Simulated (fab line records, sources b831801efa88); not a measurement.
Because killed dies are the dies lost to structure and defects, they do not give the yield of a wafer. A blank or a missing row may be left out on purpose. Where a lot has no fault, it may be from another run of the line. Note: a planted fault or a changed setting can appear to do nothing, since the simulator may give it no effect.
Chamber matching + flow sfq-line + SFQ_TRILAYER_I4_VIA_BARC_OPEN_VIA_ETCH_146 on rie-diel-01: 4 sister chambers
The step etches BARC in O2, target depth 125 nm, time 41.7 s. 8 wafers are shown with their chamber, then 8 later ones without.

WAFERS WITH THEIR CHAMBER
| wafer  | chamber | drypump-motor-current-A (A) | oes-product-au (a.u.) |
|--------|---------|-----------------------------|-----------------------|
| L372.3 | 3       | 5.6                         | 0.680                 |
| L374.2 | 0       | 5.6                         | 0.685                 |
| L374.4 | 1       | 6.3                         | 0.679                 |
| L374.5 | 3       | 5.6                         | 0.680                 |
| L378.1 | 2       | 6.0                         | 0.682                 |
| L378.3 | 1       | 6.3                         | 0.683                 |
| L378.4 | 0       | 5.7                         | 0.684                 |
| L385.2 | 2       | 6.0                         | 0.683                 |

WAFERS WITHOUT THEIR CHAMBER
| wafer  | drypump-motor-current-A (A) | oes-product-au (a.u.) |
|--------|-----------------------------|-----------------------|
| L385.4 | 5.6                         | 0.679                 |
| L385.6 | 5.6                         | 0.693                 |
| L386.1 | 6.3                         | 0.684                 |
| L386.5 | 6.3                         | 0.687                 |
| L386.6 | 5.7                         | 0.689                 |
| L387.1 | 5.6                         | 0.684                 |
| L387.5 | 5.6                         | 0.679                 |
| L387.6 | 5.6                         | 0.694                 |

WHICH CHAMBER EACH WENT THROUGH
| wafer  | from the rows above     | in truth                   |
|--------|-------------------------|----------------------------|
| L385.4 | 3                       | 3                          |
| L385.6 | 0                       | 0                          |
| L386.1 | 1                       | 1                          |
| L386.5 | 1                       | 1                          |
| L386.6 | 0                       | 0                          |
| L387.1 | can't be placed: 0 or 3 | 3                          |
| L387.5 | 3                       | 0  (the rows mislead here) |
| L387.6 | 0                       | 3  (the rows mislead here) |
5 of 8 placed correctly. From these rows, 1 cannot be placed; in 1 the true chamber is one of the candidates. Placed wrongly: 2.
How it was worked out, from the rows above alone: a wafer's distance from a chamber is the root of the sum, over the readings, of the square of ((its reading less the chamber's mean) divided by the reading's scatter). The wafer belongs to the nearest chamber; if the next one is less than 2 further off, it can't be placed. For every chamber, the mean is computed from those of its wafers that are shown. The scatter: the root of (the sum of the squares of (reading less its chamber's mean) over the shown wafers, divided by (wafers less chambers)).
